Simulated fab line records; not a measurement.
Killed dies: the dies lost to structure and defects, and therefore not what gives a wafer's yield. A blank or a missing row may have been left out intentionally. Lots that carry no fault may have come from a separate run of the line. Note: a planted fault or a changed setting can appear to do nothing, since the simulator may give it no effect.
fab line records    flow sky130
[record] lots = 14  wafers = 42  lastDay = 50
route steps=708 shown VT_ADJUST_LVTN@117 POLY_CUT@316 LI_CONTACT@375 PAD_OPEN@708
lots untouched by any fault: they come from a run of this same line in which no faults occurred
startH: hours from the record's opening day to when the first of the lot's shown wafers began    waitH: hours elapsed since this lot's preceding step    " the same as in the row above    L1.1+2: one row covering several wafers at once    - no value, or no start was given    * or withheld: withheld    < > ~ a bound
route shown NAME@n: a module of which the file shows steps, and the number in the route of the first    usual: mean/standard deviation of fault-free wafers    same: alike in all rows    chamber/n: place in a boat    sites: each site's reading    _std_site: the values' standard deviation    _edge_site: mean of outer sites minus mean of inner sites    radiusMm: for every site, how far away it sits from the centre of the wafer    mask NAME#n: copy n    behind: the tool/chamber that last shaped the wafer    hold: the reason the lot was held/the length of the hold in hours/how it ended    device: which transistor (n, p or np) failed to switch    end of line: the tests these same wafers got at the end of their route    a step with no rows: only its recipe    killed: dies lost to structure and defects at the first sort, not the wafer's yield    map: a wafer's dies, x killed, . not, _ none there
set.NAME: the setting that was run; set.NAME@STEP: the one run at that earlier step    model.NAME: the simulator's own value behind a step, which no gauge read
one table for each step of the route and one row for each wafer, over a sample of lots
services: a tool's chamber out of use, with start hour (startH, from the record's first day; less than 0 if before it), hours out, and reason
[[steps]]
[step SKY_VT_ADJUST_LVTN_STRIP_20]
[recipe] chemistry = O2/N2  powerW = 1400  pressureMtorr = 1500  platenTempC = withheld  o2FlowSccm = 3000  n2FlowSccm = 300  overashFraction = 0.5
[usual] drypumpMotorCurrentA = 5.6/0.39  o2FlowSccm = 3002/9  oesProductAu = 0.715/0.0049  stripTimeToEndpointS = 14.17/0.039
lot.wafer  tool            chamber  startH  waitH  drypumpMotorCurrentA  o2FlowSccm  oesProductAu  rfHoursCounterH  stripTimeToEndpointS
L510.1     plasmaAsher-01  1        161.13  0.1    5.3                   2987        0.711         33               14.18
L510.2     "               0        "       "      5.7                   3000        0.704         33               14.21
L510.6     "               1        "       "      5.3                   3006        0.712         -                14.17
L511.1     plasmaAsher-03  0        171.63  0.1    6.3                   2996        0.712         5                14.15
L511.2     "               1        "       "      6.3                   3003        0.716         5                14.14
L511.6     "               0        "       "      6.3                   2974        0.709         -                14.11
L514.1     plasmaAsher-01  0        198.87  0.1    5.6                   3007        0.716         37               14.19
L514.4     "               1        "       "      5.3                   2990        0.719         -                14.17
L514.6     "               0        "       "      5.7                   3001        0.716         -                14.17
L518.1     plasmaAsher-04  1        224.72  0.1    4.9                   3015        0.718         51               14.12
L518.2     "               0        "       "      5.6                   2992        0.720         51               14.18
L518.5     "               1        "       "      4.9                   3000        0.711         -                14.17
L519.3     plasmaAsher-01  0        230.21  0.1    5.7                   2411        0.705         -                14.32
L519.4     "               1        "       "      5.3                   2414        0.705         -                14.33
L519.6     "               0        "       "      5.6                   2401        0.699         -                14.38
L520.4     plasmaAsher-03  0        238.02  0.1    6.2                   2994        0.720         -                14.09
L520.5     "               1        "       "      6.2                   2999        0.713         -                14.02
L520.6     "               0        "       "      6.2                   3007        0.717         -                14.05
L521.2     plasmaAsher-01  0        238.02  0.1    5.6                   2395        0.702         41               14.41
L521.4     "               0        "       "      5.7                   2410        0.711         -                14.35
L521.6     "               0        "       "      5.6                   2404        0.714         -                14.38
L524.3     plasmaAsher-04  1        266.21  0.1    4.9                   3018        0.716         -                14.21
L524.5     "               0        "       "      5.6                   3002        0.722         -                14.17
L524.6     "               1        "       "      4.9                   3015        0.714         -                14.18
L525.3     plasmaAsher-04  1        275.62  0.1    4.9                   3007        0.718         -                14.20
L525.4     "               0        "       "      5.6                   2989        0.718         -                14.23
L525.6     "               0        "       "      5.6                   3000        0.727         -                14.20
L527.2     plasmaAsher-04  0        291.17  0.1    5.6                   3006        0.714         57               14.11
L527.3     "               0        "       "      5.6                   3008        0.708         -                14.18
L527.5     "               1        "       "      4.9                   2983        0.712         -                14.14
L529.3     plasmaAsher-03  1        302.41  0.1    6.3                   3006        0.718         -                14.17
L529.4     "               0        "       "      6.2                   2996        0.715         -                14.19
L529.6     "               1        "       "      6.2                   3018        0.712         -                14.18
L531.2     plasmaAsher-03  1        313.49  0.1    6.2                   3004        0.724         19               14.14
L531.3     "               1        "       "      6.2                   3020        0.708         -                14.14
L531.4     "               0        "       "      6.2                   3010        0.717         -                14.12
L532.1     plasmaAsher-01  1        323.67  0.1    5.3                   3003        0.722         50               14.21
L532.2     "               0        "       "      5.7                   3022        0.715         50               14.22
L532.3     "               0        "       "      5.7                   2997        0.711         -                14.17
L533.3     plasmaAsher-01  0        331.46  0.1    5.7                   2997        0.724         -                14.14
L533.4     "               1        "       "      5.3                   2985        0.708         -                14.17
L533.5     "               1        "       "      5.3                   3004        0.713         -                14.19
[step SKY_POLY_CUT_OVL_MEAS_09]
[usual] POLY_CUT_OVL = -1/5.3
lot.wafer  tool        chamber  startH  waitH  POLY_CUT_OVL[nm]
L510.1     overlay-01  -        563.67  0.1    3
L510.2     "           -        "       "      -5
L510.6     "           -        "       "      -3
L511.1     overlay-02  -        575.85  0.1    0
L511.2     "           -        "       "      -4
L511.6     "           -        "       "      -4
L514.1     overlay-01  -        612.00  0.1    0
L514.4     "           -        "       "      0
L514.6     "           -        "       "      3
L518.1     overlay-01  -        646.77  0.1    -2
L518.2     "           -        "       "      -8
L518.5     "           -        "       "      0
L519.3     overlay-01  -        653.18  0.1    4
L519.4     "           -        "       "      -1
L519.6     "           -        "       "      -3
L520.4     overlay-01  -        660.22  0.1    -1
L520.5     "           -        "       "      0
L520.6     "           -        "       "      -2
L521.2     overlay-02  -        676.36  0.1    -9
L521.4     "           -        "       "      -4
L521.6     "           -        "       "      -11
L524.3     overlay-02  -        695.61  0.1    -1
L524.5     "           -        "       "      7
L524.6     "           -        "       "      1
L525.3     overlay-02  -        701.63  0.1    2
L525.4     "           -        "       "      3
L525.6     "           -        "       "      0
L527.2     overlay-02  -        717.81  0.1    -3
L527.3     "           -        "       "      -1
L527.5     "           -        "       "      3
L529.3     overlay-01  -        730.56  0.1    -5
L529.4     "           -        "       "      1
L529.6     "           -        "       "      -1
L531.2     overlay-02  -        742.76  0.1    1
L531.3     "           -        "       "      7
L531.4     "           -        "       "      1
L532.1     overlay-01  -        750.37  0.1    -6
L532.2     "           -        "       "      0
L532.3     "           -        "       "      -9
L533.3     overlay-02  -        766.82  0.1    -4
L533.4     "           -        "       "      -6
L533.5     "           -        "       "      0
[step SKY_LI_CONTACT_OVL_MEAS_13]
[usual] LI_CONTACT_OVL = 0/5.6
lot.wafer  tool        chamber  startH  waitH  LI_CONTACT_OVL[nm]
L510.1     overlay-01  -        681.95  0.1    2
L510.2     "           -        "       "      0
L510.6     "           -        "       "      3
L511.1     overlay-01  -        691.87  0.1    3
L511.2     "           -        "       "      7
L511.6     "           -        "       "      8
L514.1     overlay-01  -        727.32  0.1    -10
L514.4     "           -        "       "      -4
L514.6     "           -        "       "      -1
L518.1     overlay-02  -        761.02  0.1    -2
L518.2     "           -        "       "      2
L518.5     "           -        "       "      8
L519.3     overlay-01  -        767.17  0.1    -10
L519.4     "           -        "       "      -4
L519.6     "           -        "       "      -9
L520.4     overlay-01  -        774.17  0.1    5
L520.5     "           -        "       "      5
L520.6     "           -        "       "      4
L521.2     overlay-01  -        786.41  0.1    2
L521.4     "           -        "       "      3
L521.6     "           -        "       "      -4
L524.3     overlay-02  -        803.81  0.1    -6
L524.5     "           -        "       "      -9
L524.6     "           -        "       "      -2
L525.3     overlay-01  -        809.47  0.1    -1
L525.4     "           -        "       "      9
L525.6     "           -        "       "      5
L527.2     overlay-02  -        822.71  0.1    2
L527.3     "           -        "       "      -7
L527.5     "           -        "       "      -9
L529.3     overlay-02  -        833.21  0.1    -4
L529.4     "           -        "       "      -9
L529.6     "           -        "       "      2
L531.2     overlay-01  -        845.61  0.1    6
L531.3     "           -        "       "      2
L531.4     "           -        "       "      9
L532.1     overlay-01  -        852.62  0.1    0
L532.2     "           -        "       "      -1
L532.3     "           -        "       "      4
L533.3     overlay-02  -        868.32  0.1    5
L533.4     "           -        "       "      7
L533.5     "           -        "       "      9
[step SKY_LI_CONTACT_THK_MEAS_23]
[recipe] thkMeasGauge = xrf  reads = W_of_LI_CONTACT_CVD_21
[usual] LI_CONTACT_W_THK = 406/6.3
lot.wafer  tool          chamber  startH  waitH  LI_CONTACT_W_THK[nm]
L510.1     filmMetro-04  -        682.79  0.1    408
L510.2     "             -        "       "      401
L510.6     "             -        "       "      407
L511.1     filmMetro-02  -        692.71  0.1    413
L511.2     "             -        "       "      409
L511.6     "             -        "       "      408
L514.1     filmMetro-04  -        728.17  0.1    414
L514.4     "             -        "       "      408
L514.6     "             -        "       "      409
L518.1     filmMetro-01  -        761.86  0.1    405
L518.2     "             -        "       "      402
L518.5     "             -        "       "      408
L519.3     filmMetro-01  -        768.02  0.1    413
L519.4     "             -        "       "      423
L519.6     "             -        "       "      414
L520.4     filmMetro-02  -        775.12  0.1    412
L520.5     "             -        "       "      411
L520.6     "             -        "       "      412
L521.2     filmMetro-02  -        787.27  0.1    413
L521.4     "             -        "       "      417
L521.6     "             -        "       "      408
L524.3     filmMetro-04  -        804.66  0.1    414
L524.5     "             -        "       "      424
L524.6     "             -        "       "      415
L525.3     filmMetro-02  -        810.32  0.1    406
L525.4     "             -        "       "      401
L525.6     "             -        "       "      396
L527.2     filmMetro-02  -        823.55  0.1    393
L527.3     "             -        "       "      396
L527.5     "             -        "       "      403
L529.3     filmMetro-01  -        834.06  0.1    411
L529.4     "             -        "       "      406
L529.6     "             -        "       "      407
L531.2     filmMetro-02  -        846.47  0.1    406
L531.3     "             -        "       "      408
L531.4     "             -        "       "      403
L532.1     filmMetro-02  -        853.46  0.1    401
L532.2     "             -        "       "      411
L532.3     "             -        "       "      407
L533.3     filmMetro-01  -        869.23  0.1    399
L533.4     "             -        "       "      410
L533.5     "             -        "       "      403
[step SKY_PAD_OPEN_PROBE_99]
[usual] killed_at_M0_to_M3 = 43/7.8  killed_at_M4_up = 3.2/1.9  killedAtContacts = 24/5  killedAtFrontEnd = 14/4.5  killedAtOther = 0.2/0.41  killedDies = 84/9.6  killedOnRim = 17/3.8  killedOpen = 47/6.9  killedShort = 38/6
[same] grossDies = 492  killedAtBackSide = 0
lot.wafer  tool       chamber  startH   waitH  killed_at_M0_to_M3  killed_at_M4_up  killedAtContacts  killedAtFrontEnd  killedAtOther  killedDies  killedOnRim  killedOpen  killedShort
L510.1     prober-02  -        1076.21  0.1    50                  5                16                12                0              83          16           48          34
L510.2     prober-02  -        1076.26  0.1    52                  4                19                10                1              86          19           51          35
L510.6     prober-02  -        1076.46  0.2    48                  2                19                15                0              84          16           48          36
L514.1     prober-02  -        1109.45  0.1    51                  3                29                11                0              94          15           57          37
L514.4     prober-02  -        1109.60  0.2    26                  4                26                20                0              76          15           44          32
L514.6     prober-02  -        1109.70  0.2    44                  1                18                7                 0              70          18           38          32
L519.3     prober-01  -        1139.56  0.2    51                  3                21                10                0              85          16           46          39
L519.4     prober-01  -        1139.61  0.2    38                  1                35                10                0              84          14           47          37
L519.6     prober-01  -        1139.71  0.2    35                  7                21                16                0              79          18           48          31
L520.4     prober-02  -        1146.85  0.2    35                  2                27                5                 0              69          13           44          25
L520.5     prober-02  -        1146.90  0.2    46                  1                29                17                0              93          22           56          37
L520.6     prober-02  -        1146.95  0.2    35                  4                26                26                0              91          19           44          47
L521.2     prober-01  -        1154.21  0.1    47                  4                24                14                0              89          19           39          50
L521.4     prober-01  -        1154.31  0.2    33                  5                27                23                0              88          15           54          34
L521.6     prober-01  -        1154.41  0.2    29                  3                28                12                1              73          15           37          36
L524.3     prober-02  -        1168.70  0.2    41                  3                21                9                 0              74          15           46          28
L524.5     prober-02  -        1168.80  0.2    54                  2                21                22                0              99          18           58          41
L524.6     prober-02  -        1168.85  0.2    47                  6                23                12                1              89          12           41          48
L529.3     prober-01  -        1187.77  0.2    42                  2                20                21                0              85          10           54          31
L529.4     prober-01  -        1187.82  0.2    36                  2                26                11                0              75          20           36          39
L529.6     prober-01  -        1187.92  0.2    37                  2                22                14                0              75          19           36          39
// killed by level:class
L510.1 VIA1:geometricParticle:open=9 VIA3:geometricParticle:open=9 METAL1:geometricParticle:short=8 VIA2:geometricParticle:open=8 CONTACT:geometricParticle:open=7 LI_CONTACT:geometricParticle:open=4 VIA3:geometricParticle:short=4 METAL4:geometricParticle:short=4
L510.2 VIA1:geometricParticle:open=14 VIA3:geometricParticle:open=11 CONTACT:geometricParticle:open=8 VIA1:geometricParticle:short=7 METAL3:geometricParticle:short=5 VIA2:geometricParticle:short=5 LOCAL_INTERCONNECT:geometricParticle:short=4 FIELD_ISO:geometricParticle:open=3
L510.6 VIA1:geometricParticle:open=11 CONTACT:geometricParticle:open=10 VIA3:geometricParticle:open=9 VIA2:geometricParticle:open=6 VIA1:geometricParticle:short=6 VIA2:geometricParticle:short=5 METAL2:geometricParticle:short=4 POLY_GATE:geometricParticle:short=4
L514.1 VIA2:geometricParticle:open=13 CONTACT:geometricParticle:open=10 VIA3:geometricParticle:open=9 LI_CONTACT:geometricParticle:open=7 VIA1:geometricParticle:short=7 VIA1:geometricParticle:open=5 METAL2:geometricParticle:short=5 POLY_GATE:geometricParticle:open=4
L514.4 LI_CONTACT:geometricParticle:open=8 CONTACT:geometricParticle:open=8 FIELD_ISO:geometricParticle:short=7 METAL2:geometricParticle:short=6 VIA1:geometricParticle:open=6 POLY_GATE:geometricParticle:open=5 POLY_GATE:geometricParticle:short=5 VIA2:geometricParticle:open=4
L514.6 VIA1:geometricParticle:open=12 CONTACT:geometricParticle:open=9 METAL1:geometricParticle:short=6 METAL2:geometricParticle:short=5 METAL3:geometricParticle:short=5 LI_CONTACT:geometricParticle:open=4 VIA3:geometricParticle:open=3 POLY_GATE:geometricParticle:short=3
L519.3 VIA1:geometricParticle:open=15 VIA1:geometricParticle:short=10 LI_CONTACT:geometricParticle:open=6 METAL2:geometricParticle:short=6 VIA3:geometricParticle:open=6 LOCAL_INTERCONNECT:geometricParticle:short=5 CONTACT:geometricParticle:open=5 VIA2:geometricParticle:open=4
L519.4 CONTACT:geometricParticle:open=10 LI_CONTACT:geometricParticle:open=9 VIA1:geometricParticle:open=8 VIA2:geometricParticle:open=6 LI_CONTACT:geometricParticle:short=5 LOCAL_INTERCONNECT:geometricParticle:short=5 CONTACT:geometricParticle:short=5 VIA2:geometricParticle:short=5
L519.6 VIA1:geometricParticle:open=13 CONTACT:geometricParticle:open=11 FIELD_ISO:geometricParticle:open=5 METAL4:geometricParticle:short=5 VIA3:geometricParticle:open=4 VIA2:geometricParticle:open=4 FIELD_ISO:geometricParticle:short=3 SPACER:geometricParticle:open=3
L520.4 CONTACT:geometricParticle:open=11 VIA1:geometricParticle:open=9 LI_CONTACT:geometricParticle:open=9 METAL2:geometricParticle:short=7 VIA2:geometricParticle:open=5 LOCAL_INTERCONNECT:geometricParticle:short=4 VIA3:geometricParticle:short=4 VIA3:geometricParticle:open=3
L520.5 VIA1:geometricParticle:open=16 VIA3:geometricParticle:open=9 LI_CONTACT:geometricParticle:open=8 FIELD_ISO:geometricParticle:open=7 LOCAL_INTERCONNECT:geometricParticle:short=6 CONTACT:geometricParticle:short=5 CONTACT:geometricParticle:open=5 VIA1:geometricParticle:short=5
L520.6 CONTACT:geometricParticle:open=12 VIA1:geometricParticle:open=10 METAL2:geometricParticle:short=8 FIELD_ISO:geometricParticle:short=7 POLY_GATE:geometricParticle:short=7 POLY_GATE:geometricParticle:open=6 LI_CONTACT:geometricParticle:open=6 VIA2:geometricParticle:open=5
L521.2 METAL2:geometricParticle:short=9 METAL1:geometricParticle:short=8 LI_CONTACT:geometricParticle:open=7 VIA1:geometricParticle:open=5 CONTACT:geometricParticle:open=5 METAL3:geometricParticle:short=5 LOCAL_INTERCONNECT:geometricParticle:open=4 VIA2:geometricParticle:short=4
L521.4 CONTACT:geometricParticle:open=13 FIELD_ISO:geometricParticle:short=8 VIA2:geometricParticle:open=8 VIA1:geometricParticle:open=8 LI_CONTACT:geometricParticle:open=6 FIELD_ISO:geometricParticle:open=5 METAL2:geometricParticle:short=5 POLY_GATE:geometricParticle:open=4
L521.6 CONTACT:geometricParticle:open=9 VIA1:geometricParticle:open=8 LI_CONTACT:geometricParticle:open=6 CONTACT:geometricParticle:short=6 METAL2:geometricParticle:short=5 LOCAL_INTERCONNECT:geometricParticle:short=4 VIA1:geometricParticle:short=4 VIA2:geometricParticle:short=4
L524.3 VIA1:geometricParticle:open=9 CONTACT:geometricParticle:open=7 LI_CONTACT:geometricParticle:open=7 VIA3:geometricParticle:short=6 VIA3:geometricParticle:open=6 POLY_GATE:geometricParticle:open=4 VIA1:geometricParticle:short=4 VIA2:geometricParticle:open=3
L524.5 VIA2:geometricParticle:open=13 VIA1:geometricParticle:open=12 FIELD_ISO:geometricParticle:open=11 CONTACT:geometricParticle:short=7 VIA3:geometricParticle:open=7 LOCAL_INTERCONNECT:geometricParticle:short=6 METAL1:geometricParticle:short=6 VIA1:geometricParticle:short=5
L524.6 CONTACT:geometricParticle:open=10 METAL1:geometricParticle:short=9 VIA1:geometricParticle:open=9 METAL2:geometricParticle:short=7 VIA3:geometricParticle:open=7 LOCAL_INTERCONNECT:geometricParticle:short=6 POLY_GATE:geometricParticle:open=4 POLY_GATE:geometricParticle:short=4
L529.3 VIA1:geometricParticle:open=11 CONTACT:geometricParticle:open=8 VIA3:geometricParticle:open=8 METAL1:geometricParticle:short=7 FIELD_ISO:geometricParticle:open=6 LI_CONTACT:geometricParticle:open=6 POLY_GATE:geometricParticle:short=5 VIA2:geometricParticle:open=5
L529.4 CONTACT:geometricParticle:open=9 VIA2:geometricParticle:open=7 LOCAL_INTERCONNECT:geometricParticle:short=6 CONTACT:geometricParticle:short=5 LI_CONTACT:geometricParticle:open=5 METAL2:geometricParticle:short=5 VIA1:geometricParticle:short=5 VIA1:geometricParticle:open=5
L529.6 VIA1:geometricParticle:open=9 LI_CONTACT:geometricParticle:open=7 CONTACT:geometricParticle:open=5 VIA1:geometricParticle:short=5 FIELD_ISO:geometricParticle:short=4 LOCAL_INTERCONNECT:geometricParticle:short=4 METAL1:geometricParticle:short=4 METAL2:geometricParticle:short=4
[[services]]
tool            chamber  startH  hours  kind
plasmaAsher-04  -        211.45  3.7    repair
plasmaAsher-04  -        303.50  14.6   pm
[[key]]
[firstSign] step = SKY_VT_ADJUST_LVTN_STRIP_20  reading = o2FlowSccm  direction = down  sigmas = 66  usual = 3002  struck = 2406
[effect] step = SKY_VT_ADJUST_LVTN_STRIP_20  reading = stripTimeToEndpointS  direction = up  sigmas = 5  usual = *  struck = *
metAt SKY_VT_ADJUST_LVTN_STRIP_20
struckLots L519,L521
testerLeftOut L519,L521
notActingAt SKY_POLY_CUT_OVL_MEAS_09,SKY_LI_CONTACT_OVL_MEAS_13,SKY_LI_CONTACT_THK_MEAS_23
onsetBetween 198.87 230.21
[fault] kind = processParameterDrift  tool = plasmaAsher-01  chamber = -  onsetH = 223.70  steps = SKY_VT_ADJUST_LVTN_STRIP_20  channel = o2FlowSccm  offset = -600  shape = step  endH = 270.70  actsIn = theseRecipesOnly  stated = 3000
// testerLeftOut: of these lots the tester's yield and bins aren't shown, on N5 and GAA mostly nor the transistor test; their killed dies are dies lost to structure and defects alone, not to doping, threshold or leakage, so they don't give the yield
